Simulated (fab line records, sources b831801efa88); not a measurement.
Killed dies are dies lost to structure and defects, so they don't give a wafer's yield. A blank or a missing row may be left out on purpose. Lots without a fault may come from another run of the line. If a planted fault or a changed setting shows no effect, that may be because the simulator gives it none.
Which tool did it?	flow gf180mcu	11 lots, 33 wafers sampled, at 5 steps of a route of 602

## WHAT EACH GAUGE READ, for each wafer
GF_V2_BOW_MEAS_05. Usual: V2_BOW typically reads 101 um, with standard deviation 7.9.
lot	measured	on	V2_BOW (um)	flag
L987	day 19 03:51	film_metro-04	108 110 117	
L988	day 19 11:59	film_metro-03	101 109 107	
L989	day 20 01:07	film_metro-03	105 95 107	
L990	day 20 10:28	film_metro-03	105 100 90	
L994	day 22 01:09	film_metro-01	102 100 101 - - -	
L101	day 24 11:46	film_metro-03	89 97 88	
L103	day 24 23:53	film_metro-03	101 109 107	
L106	day 25 20:58	film_metro-03	91 100 100	
L108	day 26 13:35	film_metro-01	91 95 100	
L109	day 26 18:26	film_metro-04	86 105 97	
L110	day 27 06:21	film_metro-04	109 109 108	

GF_V2_CD_MEAS_14 targets a cd of 260 nm. Usual: cd_nm 260.1 nm, standard deviation 1.4.
lot	measured	on	cd_nm (nm)	flag
L987	day 20 04:34	cd_sem-01	259.8 259.9 260.9	
L988	day 20 12:06	cd_sem-01	263.1 261.4 260.9	
L989	day 21 00:46	cd_sem-01	260.0 259.6 260.4	
L990	day 21 10:02	cd_sem-01	260.9 259.6 260.5	
L994	day 23 00:09	cd_sem-01	261.4 261.3 261.6	
L101	day 25 09:29	cd_sem-02	258.6 260.7 260.4	
L103	day 25 21:01	cd_sem-01	261.0 260.6 259.5	
L106	day 26 17:59	cd_sem-01	258.0 257.5 258.7	
L108	day 27 10:06	cd_sem-02	263.4 262.0 262.3	
L109	day 27 14:47	cd_sem-01	260.3 260.7 260.8	
L110	day 28 01:48	cd_sem-02	260.1 262.2 260.7	

## WHAT TOOL EACH LOT RAN ON (gives the tool, then ch and the chambers of the sampled wafers, and finally the start)
lot	GF_V1_SPUTTER_22	GF_M2_STRIP_17	GF_V2_CMP_04
L987	pvd_sputter-01, day 18 01:07	plasma_asher-03 ch 0,1, day 19 02:43	cmp-01 ch 0,3, day 19 03:35
L988	pvd_sputter-04, day 18 09:17	plasma_asher-03 ch 0,1, day 19 10:53	cmp-02 ch 0,2,3, day 19 11:44
L989	pvd_sputter-01, day 18 21:53	plasma_asher-02 ch 0,1, day 19 23:34	cmp-01 ch 0,2,3, day 20 00:54
L990	pvd_sputter-03, day 19 08:02	plasma_asher-02 ch 0,1, day 20 09:19	cmp-02 ch 1,2,3, day 20 10:14
L994	pvd_sputter-01, day 20 23:44	plasma_asher-01 ch 0,1, day 21 23:58	cmp-02 ch 1,3, day 22 00:54
L101	pvd_sputter-01, day 23 10:53	plasma_asher-03 ch 0,1, day 24 10:37	cmp-01 ch 1,2, day 24 11:27
L103	pvd_sputter-04, day 24 00:20	plasma_asher-03 ch 1, day 24 22:46	cmp-01 ch 1,2,3, day 24 23:40
L106	pvd_sputter-04, day 24 21:29	plasma_asher-02 ch 1, day 25 19:52	cmp-02 ch 0,1,2, day 25 20:46
L108	pvd_sputter-01, day 25 15:09	plasma_asher-02 ch 0,1, day 26 12:28	cmp-01 ch 0,2,3, day 26 13:17
L109	pvd_sputter-01, day 25 19:39	plasma_asher-02 ch 0,1, day 26 17:18	cmp-01 ch 0,1,3, day 26 18:08
L110	pvd_sputter-01, day 26 08:17	plasma_asher-03 ch 0,1, day 27 05:15	cmp-02 ch 1,2,3, day 27 06:03
- GF_V1_SPUTTER_22: material TiN, target thk 10 nm, time 40 s.
- GF_M2_STRIP_17: strips in O2/N2.
- GF_V2_CMP_04: polishes SiO2.

## AS READ BY THE TOOLS THEMSELVES (means over the sampled wafers that have a number; for cases with no such wafer, the mark the record gives instead)
GF_V1_SPUTTER_22. Usual: chamber_pressure_pa 5.000 Pa, standard deviation 0.01; throttle_valve_pct 29.9 %, standard deviation 1.
lot	tool	chamber_pressure_pa (Pa)	throttle_valve_pct (%)	flag
L987	pvd_sputter-01	4.998	29.2	
L988	pvd_sputter-04	4.991	29.8	
L989	pvd_sputter-01	5.008	28.8	
L990	pvd_sputter-03	4.999	29.9	
L994	pvd_sputter-01	5.004	29.8	
L101	pvd_sputter-01	4.996	30.3	
L103	pvd_sputter-04	5.003	29.1	
L106	pvd_sputter-04	5.004	30.1	
L108	pvd_sputter-01	4.993	28.8	
L109	pvd_sputter-01	5.005	30.0	
L110	pvd_sputter-01	5.002	29.6	

GF_M2_STRIP_17. Usual: drypump_motor_current_A 5.9 A, standard deviation 0.42; heater_power_w 343 W, standard deviation 41; oes_product_au 0.559 a.u., standard deviation 0.0052; strip_time_to_endpoint_s 7.90 s, standard deviation 0.055.
lot	tool	drypump_motor_current_A (A)	heater_power_w (W)	oes_product_au (a.u.)	strip_time_to_endpoint_s (s)	flag
L987	plasma_asher-03	5.6	300	0.558	7.88	
L988	plasma_asher-03	5.6	298	0.563	7.93	
L989	plasma_asher-02	6.0	367	0.560	7.88	
L990	plasma_asher-02	6.1	394	0.553	7.86	
L994	plasma_asher-01	5.7	348	0.558	7.91	
L101	plasma_asher-03	5.6	294	0.563	7.94	
L103	plasma_asher-03	5.2	289	0.562	7.94	
L106	plasma_asher-02	6.3	416	0.555	7.88	
L108	plasma_asher-02	6.0	376	0.563	7.96	
L109	plasma_asher-02	6.0	378	0.562	7.92	
L110	plasma_asher-03	5.6	297	0.559	7.92	

GF_V2_CMP_04. Usual: motor_current_A 12.2 A, standard deviation 1.2; slurry_filter_dp_kPa 13.50 kPa, standard deviation 0.13; time_to_endpoint_s 78 s, standard deviation 5.6.
lot	tool	motor_current_A (A)	slurry_filter_dp_kPa (kPa)	time_to_endpoint_s (s)	flag
L987	cmp-01	11.8	13.51	79	
L988	cmp-02	13.0	13.53	83	
L989	cmp-01	11.1	13.59	79	
L990	cmp-02	13.9	13.55	79	
L994	cmp-02	14.0	13.55	89	
L101	cmp-01	11.9	13.55	75	
L103	cmp-01	11.8	13.41	78	
L106	cmp-02	12.8	13.36	78	
L108	cmp-01	11.7	13.54	78	
L109	cmp-01	11.7	13.50	76	
L110	cmp-02	13.4	13.60	82	

## THE ANSWER, worked out from the rows above alone
Rule: a lot counts as off when the mean over its wafers that have a number is more than 3 standard deviations away from the usual mean. A lot without any number at a reading at which 4 lots or more have one is off too. Any other lot the step has rows for is counted as sound. Order of review: gauges by route order, followed by the tools' own readings, for which a lot's mean as printed above is used. At the first step where some lot is off, the reading lying furthest off is the one used; lots without a number count as furthest.
No lot is off at any reading shown: from this, nothing can be told.

## WHAT WAS PUT IN BY THE SIMULATOR
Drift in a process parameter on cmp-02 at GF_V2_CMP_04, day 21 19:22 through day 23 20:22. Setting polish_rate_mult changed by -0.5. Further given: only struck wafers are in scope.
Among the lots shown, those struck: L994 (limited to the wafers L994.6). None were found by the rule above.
